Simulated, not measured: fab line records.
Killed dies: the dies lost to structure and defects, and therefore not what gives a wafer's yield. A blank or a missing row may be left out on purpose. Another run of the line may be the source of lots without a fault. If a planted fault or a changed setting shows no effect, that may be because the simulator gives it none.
fab line records    flow sky130
[record] lots = 13  wafers = 39  last-day = 50
route steps=708 shown DNWELL@43 LDD_N@247 SPACER@306
lots that met no fault: from a run of the same line without faults
start-h: hours from the record's first day to the start of the lot's first wafer shown    wait-h: hours elapsed since this lot's preceding step    " unchanged from the row above    L1.1+2: several wafers, shown together as one row    - either no value or no given start    * or withheld: withheld    < > ~ a bound
route shown NAME@n: NAME is a module with steps in the file, n the number in the route of the first one    usual: mean/standard deviation taken from wafers without a fault    same: alike in all rows    chamber/n: place in a boat    sites: readings site by site    _std_site: how widely they spread, as a standard deviation    _edge_site: inner sites' mean taken away from outer sites' mean    radius-mm: how far each site lies from the wafer's centre    mask NAME#n: copy n    behind: the tool/chamber that last shaped the wafer    hold: what put the lot on hold/how long, in hours/how the hold closed    device: transistor that didn't switch, given as n, p or np    end of line: at the end of the route, the tests of the same wafers    for a step that has no rows: nothing shown but its recipe    killed: dies lost to structure and defects at the first sort, not the wafer's yield    map: a wafer's dies, marking killed ones x, the rest . and places with no die _
set.NAME: the setting that was run; set.NAME@STEP: the one run at that earlier step    model.NAME: the simulator's own value behind a step, which no gauge read
the route's steps for a sample of lots (tables are steps, rows are wafers)
services: when a tool's chamber went out of use (start-h, in hours from the record's first day, below 0 if earlier), for how many hours, and the reason
[[steps]]
[step SKY_DNWELL_STRIP_08]
[recipe] chemistry = O2/N2  power-w = 1400  pressure-mtorr = 1500  platen-temp-c = withheld  o2-flow-sccm = 3000  n2-flow-sccm = 300  overash-fraction = 0.5
[usual] drypump-motor-current-A = 5.9/0.48  oes-product-au = 0.723/0.0046  strip-time-to-endpoint-s = 36.91/0.098
lot.wafer  tool             chamber  start-h  wait-h  drypump-motor-current-A  oes-product-au  rf-hours-counter-h  strip-time-to-endpoint-s
L709.2     plasma-asher-03  0        53.24    0.1     6.7                      0.717           36                  37.04
L709.3     "                1        "        "       5.8                      0.722           -                   36.93
L709.6     "                0        "        "       6.7                      0.723           -                   36.83
L710.1     plasma-asher-03  1        59.42    0.1     5.8                      0.722           36                  36.98
L710.2     "                0        "        "       6.8                      0.719           36                  37.01
L710.5     "                0        "        "       6.7                      0.720           -                   36.91
L711.1     plasma-asher-03  0        64.84    0.1     6.7                      0.731           37                  36.87
L711.2     "                1        "        "       5.8                      0.726           37                  36.75
L711.6     "                0        "        "       6.7                      0.730           -                   36.82
L712.1     plasma-asher-04  1        70.63    0.1     5.9                      0.720           25                  36.93
L712.4     "                1        "        "       5.9                      0.727           -                   36.99
L712.5     "                0        "        "       5.3                      0.728           -                   36.93
L713.2     plasma-asher-01  1        73.19    0.1     5.7                      0.728           40                  37.11
L713.5     "                0        "        "       5.5                      0.727           -                   37.11
L713.6     "                1        "        "       5.8                      0.722           -                   37.00
L716.1     plasma-asher-04  0        87.69    0.1     5.3                      0.721           27                  36.86
L716.4     "                1        "        "       5.9                      0.722           -                   36.95
L716.6     "                0        "        "       5.3                      0.729           -                   36.85
L717.2     plasma-asher-03  1        97.54    0.1     5.8                      0.717           40                  36.84
L717.3     "                0        "        "       6.7                      0.720           -                   36.86
L717.5     "                1        "        "       5.8                      0.726           -                   36.76
L719.3     plasma-asher-04  0        106.96   0.1     5.3                      0.717           -                   36.91
L719.5     "                0        "        "       5.3                      0.724           -                   36.77
L719.6     "                1        "        "       5.9                      0.726           -                   37.01
L720.2     plasma-asher-03  0        111.78   0.1     6.7                      0.722           42                  37.08
L720.4     "                0        "        "       6.7                      0.720           -                   36.90
L720.5     "                0        "        "       6.8                      0.730           -                   37.02
L728.2     plasma-asher-04  1        156.09   0.1     5.9                      0.725           34                  36.78
L728.4     "                1        "        "       5.9                      0.716           -                   36.80
L728.6     "                0        "        "       5.4                      0.731           -                   36.84
L730.1     plasma-asher-01  1        171.23   0.1     5.7                      0.717           5                   36.77
L730.4     "                0        "        "       5.5                      0.718           -                   36.77
L730.5     "                1        "        "       5.7                      0.731           -                   36.83
L731.3     plasma-asher-01  0        177.16   0.1     5.5                      0.723           -                   36.98
L731.4     "                1        "        "       5.7                      0.724           -                   36.92
L731.6     "                0        "        "       5.5                      0.718           -                   36.92
L732.1     plasma-asher-01  1        180.17   0.1     5.7                      0.726           6                   36.97
L732.4     "                1        "        "       5.7                      0.716           -                   37.12
L732.5     "                0        "        "       5.5                      0.724           -                   36.98
[step SKY_DNWELL_TW_MEAS_09]
[usual] DNWELL_TW = 1115/7.7
lot.wafer  tool           chamber  start-h  wait-h  DNWELL_TW
L709.2     film-metro-03  -        53.35    0.1     1102
L709.3     "              -        "        "       1102
L709.6     "              -        "        "       1101
L710.1     film-metro-03  -        59.52    0.1     1107
L710.2     "              -        "        "       1105
L710.5     "              -        "        "       1111
L711.1     film-metro-03  -        64.94    0.1     1110
L711.2     "              -        "        "       1107
L711.6     "              -        "        "       1109
L712.1     film-metro-01  -        70.73    0.1     1125
L712.4     "              -        "        "       1125
L712.5     "              -        "        "       1125
L713.2     film-metro-03  -        73.30    0.1     1103
L713.5     "              -        "        "       1092
L713.6     "              -        "        "       1102
L716.1     film-metro-02  -        87.79    0.1     1122
L716.4     "              -        "        "       1126
L716.6     "              -        "        "       1122
L717.2     film-metro-02  -        97.65    0.1     1123
L717.3     "              -        "        "       1118
L717.5     "              -        "        "       1122
L719.3     film-metro-02  -        107.05   0.1     1118
L719.5     "              -        "        "       1132
L719.6     "              -        "        "       1123
L720.2     film-metro-03  -        111.89   0.1     1103
L720.4     "              -        "        "       1104
L720.5     "              -        "        "       1104
L728.2     film-metro-02  -        156.20   0.1     1128
L728.4     "              -        "        "       1121
L728.6     "              -        "        "       1118
L730.1     film-metro-01  -        171.33   0.1     1120
L730.4     "              -        "        "       1122
L730.5     "              -        "        "       1125
L731.3     film-metro-03  -        177.24   0.1     1110
L731.4     "              -        "        "       1105
L731.6     "              -        "        "       1110
L732.1     film-metro-03  -        180.27   0.1     1116
L732.4     "              -        "        "       1112
L732.5     "              -        "        "       1118
[step SKY_LDD_N_IMPLANT_10]
[recipe] species = As  energy-kev = 20  dose-cm2 = 7.5e+13  tilt-deg = withheld  rotation-deg = 203
[usual] rotation-deg = 203.00/0.043
lot.wafer  tool          chamber  start-h  wait-h  rotation-deg
L709.2     implanter-04  0        408.17   0.1     203.13
L709.3     "             0        "        "       202.96
L709.6     "             0        "        "       203.13
L710.1     implanter-04  0        418.01   0.1     202.99
L710.2     "             0        "        "       202.93
L710.5     "             0        "        "       203.11
L711.1     implanter-01  0        439.76   0.1     202.98
L711.2     "             0        "        "       203.02
L711.6     "             0        "        "       202.97
L712.1     implanter-04  0        442.45   0.1     202.91
L712.4     "             0        "        "       203.03
L712.5     "             0        "        "       203.03
L713.2     implanter-04  0        446.02   0.1     202.96
L713.5     "             0        "        "       202.97
L713.6     "             0        "        "       203.06
L716.1     implanter-01  0        471.30   0.1     202.96
L716.4     "             0        "        "       203.00
L716.6     "             0        "        "       203.01
L717.2     implanter-01  0        493.69   0.1     203.02
L717.3     "             0        "        "       203.03
L717.5     "             0        "        "       203.00
L719.3     implanter-01  0        504.25   0.1     281.85
L719.5     "             0        "        "       281.85
L719.6     "             0        "        "       281.92
L720.2     implanter-01  0        510.19   0.1     281.87
L720.4     "             0        "        "       281.86
L720.5     "             0        "        "       281.87
L728.2     implanter-04  0        576.47   0.1     202.98
L728.4     "             0        "        "       203.07
L728.6     "             0        "        "       203.03
L730.1     implanter-04  0        596.56   0.1     203.14
L730.4     "             0        "        "       202.98
L730.5     "             0        "        "       203.06
L731.3     implanter-03  0        603.41   0.1     202.96
L731.4     "             0        "        "       203.02
L731.6     "             0        "        "       203.06
L732.1     implanter-01  0        606.15   0.1     203.00
L732.4     "             0        "        "       203.01
L732.5     "             0        "        "       202.99
[step SKY_SPACER_ETCHBACK_02]
[recipe] chemistry = CH3F/O2  target = Si3N4  stop-on = SiO2  source-w = 400  bias-w = 80  pressure-mtorr = 25  ch3f-flow-sccm = 40  O2_flow_sccm = 30  time-s = 46.7  target-depth-a = 450
[usual] drypump-motor-current-A = 5.7/0.4  oes-product-au = 0.854/0.0064  throttle-valve-pct = 10.562/0.0087
lot.wafer  tool         chamber  start-h  wait-h  drypump-motor-current-A  oes-product-au  rf-hours-counter-h  throttle-valve-pct
L709.2     rie-diel-04  2        532.28   0.0     5.6                      0.859           62                  10.566
L709.3     "            1        "        "       6.2                      0.859           74                  10.544
L709.6     "            2        "        "       5.6                      0.861           -                   10.558
L710.1     rie-diel-03  1        543.38   0.1     5.6                      0.858           73                  10.570
L710.2     "            0        "        "       5.0                      0.859           3                   10.552
L710.5     "            1        "        "       5.6                      0.863           -                   10.557
L711.1     rie-diel-04  2        563.94   0.1     5.6                      0.857           62                  10.570
L711.2     "            0        "        "       5.9                      0.862           0                   10.574
L711.6     "            1        "        "       6.2                      0.863           -                   10.572
L712.1     rie-diel-04  2        567.03   0.1     5.6                      0.864           62                  10.566
L712.4     "            1        "        "       6.2                      0.860           -                   10.571
L712.5     "            2        "        "       5.6                      0.858           -                   10.562
L713.2     rie-diel-04  2        573.03   0.0     5.6                      0.850           62                  10.567
L713.5     "            1        "        "       6.2                      0.851           -                   10.573
L713.6     "            2        "        "       5.6                      0.845           -                   10.555
L716.1     rie-diel-04  3        594.80   0.1     5.6                      0.847           0                   10.557
L716.4     "            3        "        "       5.6                      0.849           -                   10.570
L716.6     "            0        "        "       5.9                      0.846           -                   10.556
L717.2     rie-diel-04  0        616.39   0.0     5.9                      0.854           2                   10.565
L717.3     "            2        "        "       5.6                      0.861           63                  10.567
L717.5     "            0        "        "       5.9                      0.856           -                   10.564
L719.3     rie-diel-01  2        624.64   0.0     5.2                      0.833           2                   10.564
L719.5     "            0        "        "       5.8                      0.848           -                   10.563
L719.6     "            3        "        "       6.7                      0.847           -                   10.540
L720.2     rie-diel-03  2        632.02   0.0     5.7                      0.853           13                  10.554
L720.4     "            3        "        "       6.0                      0.861           1                   10.562
L720.5     "            0        "        "       5.0                      0.850           -                   10.567
L728.2     rie-diel-04  3        695.66   0.0     5.6                      0.859           3                   10.565
L728.4     "            0        "        "       5.9                      0.860           -                   10.548
L728.6     "            1        "        "       6.2                      0.865           -                   10.556
L730.1     rie-diel-01  0        714.88   0.1     5.8                      0.867           0                   10.580
L730.4     "            3        "        "       6.7                      0.859           11                  10.573
L730.5     "            2        "        "       5.2                      0.862           -                   10.563
L731.3     rie-diel-03  2        721.21   0.0     5.7                      0.858           15                  10.565
L731.4     "            0        "        "       5.0                      0.850           6                   10.548
L731.6     "            1        "        "       5.7                      0.854           -                   10.568
L732.1     rie-diel-03  2        725.13   0.1     5.7                      0.853           15                  10.571
L732.4     "            0        "        "       5.0                      0.862           6                   10.557
L732.5     "            2        "        "       5.7                      0.853           -                   10.544
[[services]]
tool          chamber  start-h  hours  kind
rie-diel-04   2        30.17    5.5    repair
implanter-04  -        42.49    3.9    pm
implanter-04  -        52.81    5.8    repair
rie-diel-04   1        59.14    4.1    repair
rie-diel-04   1        95.90    15.5   repair
implanter-04  -        101.11   1.7    repair
implanter-01  -        129.19   1.2    repair
rie-diel-04   2        139.52   11.4   repair
implanter-01  -        161.18   2.6    repair
implanter-01  -        185.87   2.3    repair
rie-diel-04   2        244.83   6.8    repair
implanter-01  -        275.99   3.9    repair
implanter-04  -        278.36   4.9    pm
implanter-01  -        335.96   7.3    pm
rie-diel-04   -        428.79   0.4    repair
rie-diel-04   0        459.20   14.5   repair
implanter-01  -        462.93   1.4    repair
implanter-01  -        482.20   1.6    repair
rie-diel-04   0        494.58   1.5    repair
rie-diel-04   2        587.20   2.8    repair
rie-diel-04   1        589.44   22.7   repair
rie-diel-04   -        625.46   0.8    repair
rie-diel-04   2        682.70   61.2   repair
rie-diel-04   3        719.08   12.9   repair
[[key]]
[first-sign] step = SKY_LDD_N_IMPLANT_10  reading = rotation-deg  direction = up  sigmas = 99+  usual = 203.00  struck = 281.87
effect none on later readings
met-at SKY_LDD_N_IMPLANT_10
struck-lots L719,L720
tester-left-out L719,L720
not-acting-at SKY_DNWELL_STRIP_08,SKY_DNWELL_TW_MEAS_09,SKY_SPACER_ETCHBACK_02
onset-between 493.69 504.25
[fault] kind = process-parameter-drift  tool = implanter-01  chamber = -  onset-h = 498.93  steps = SKY_LDD_N_IMPLANT_10  channel = rotation-deg  offset = 78.873  shape = step  end-h = 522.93  acts-in = these-recipes-only  stated = 203
// tester-left-out: of these lots the tester's yield and bins aren't shown, on N5 and GAA mostly nor the transistor test; their killed dies are dies lost to structure and defects alone, not to doping, threshold or leakage, so they don't give the yield
